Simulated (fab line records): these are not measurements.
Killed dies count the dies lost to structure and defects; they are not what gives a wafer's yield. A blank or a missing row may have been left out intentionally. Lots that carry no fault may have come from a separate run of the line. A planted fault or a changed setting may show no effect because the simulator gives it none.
Comparing a struck lot with a sound one / flow gf180mcu / 19 steps out of a route of 602
Sound: the wafers L351.1, L351.3, L351.5. The struck wafers were L361.1, L361.3, L361.5. The cause is named last.
Order at every step that has rows: each side's tool, ch and its chambers, its first start. Under that, the readings that differ: sound wafers / struck wafers / difference of the means / sigmas: that difference in standard deviations of wafers without a fault.
alike: same words and numbers on both sides, and readings whose means sit less than 2 such deviations apart. not compared: any withheld reading, any reading some wafer has no value for, any bound like >300 that may hide the same value, and any number with overlapping values for which the record gives no deviation.
A row with sigmas, a row that says differs or no value, or rows on one side alone: a step with any of these is where the two part. When numbers do not overlap yet have no deviation, they are printed without sigmas and do not part them. A reading that every wafer of one side lacks parts them only if that side has two wafers or more.

GF_M4_STRIP_17: strips in O2/N2.
  sound on plasma_asher-01 ch 0,1, day 25 00:19; struck on plasma_asher-04 ch 0,1, day 28 07:50
  alike: drypump_motor_current_A, heater_power_w, oes_product_au, strip_time_to_endpoint_s
  not compared: rf_hours_counter_h
then, 3 steps without rows for these wafers: GF_M4_STRIP_18 (strips in post etch residue remover, time 1200 s); GF_M4_CLEAN_19 (cleans in DIW); GF_V4_CVD_00 (deposits SiO2, target thk 600 nm, time 100 s).
GF_V4_THK_MEAS_01:
  sound on film_metro-02 at day 25 00:58; struck on film_metro-02 at day 28 08:27
  alike: V4_CVD_00_THK
GF_V4_CVD_02: deposits SiO2 from TEOS, target thk 850 nm, time 94.851 s.
  sound on pecvd-03 ch 1,2, day 25 01:01; struck on pecvd-04 ch 0,1,2, day 28 08:31
reading=susceptor_temp_C (C); sound=399.62 400.11 399.55; struck=400.22 400.30 400.46; difference=+0.57; sigmas=+3
  alike: heater_power_outer_w, heater_power_w
GF_V4_THK_MEAS_03:
  sound on film_metro-02 at day 25 01:05; struck on film_metro-03 at day 28 08:35
  alike: V4_CVD_02_THK
GF_V4_CMP_04: polishes SiO2.
  sound on cmp-01 ch 0,1,3, day 25 01:09; struck on cmp-01 ch 1,2,3, day 28 08:38
  alike: edge_zone_pressure_frac, motor_current_A, time_to_endpoint_s
GF_V4_BOW_MEAS_05:
  sound on film_metro-02 at day 25 01:27; struck on film_metro-01 at day 28 08:56
  alike: V4_BOW
then, 3 steps without rows for these wafers: GF_V4_DEHYDRATE_06 (time 60 s); GF_V4_HMDS_07 (prime time 60 s); GF_V4_COAT_08.
GF_V4_COAT_09: resist thk 1000 nm.
  sound on litho_track-01 ch 0, day 25 11:00; struck on litho_track-03 ch 0, day 28 18:00
reading=model.KrF_of_V4_COAT_09.thk_nm (nm); sound=1001 998 999.2; struck=1025 1027 1027; difference=+27; sigmas=
then, 3 steps without rows for these wafers: GF_V4_SOFTBAKE_10 (time 60 s); GF_V4_EXPOSE_11 (exposes mask Via4, target cd 260 nm); GF_V4_PEB_12 (peb time 90 s).
GF_V4_DEVELOP_13: develop time 60 s.
  sound on litho_track-03 ch 0, day 25 22:42; struck on litho_track-03 ch 0, day 29 03:54
reading=model.KrF_of_V4_COAT_09.thk_nm (nm); sound=986.2 983 984.3; struck=1010 1012 1012; difference=+27; sigmas=
GF_V4_CD_MEAS_14: target cd 260 nm.
  sound on cd_sem-02 at day 25 22:51; struck on cd_sem-02 at day 29 04:03
  alike: cd_nm
after that, 1 step had no rows for these wafers: GF_PASSIVATION_PROBE_99.

WHERE THEY PART
GF_V4_CVD_02 only, going by this record. Later steps at which nothing parts them and some readings are alike: GF_V4_THK_MEAS_03, GF_V4_CMP_04, GF_V4_BOW_MEAS_05, GF_V4_CD_MEAS_14.

WHY: the cause the simulator had injected
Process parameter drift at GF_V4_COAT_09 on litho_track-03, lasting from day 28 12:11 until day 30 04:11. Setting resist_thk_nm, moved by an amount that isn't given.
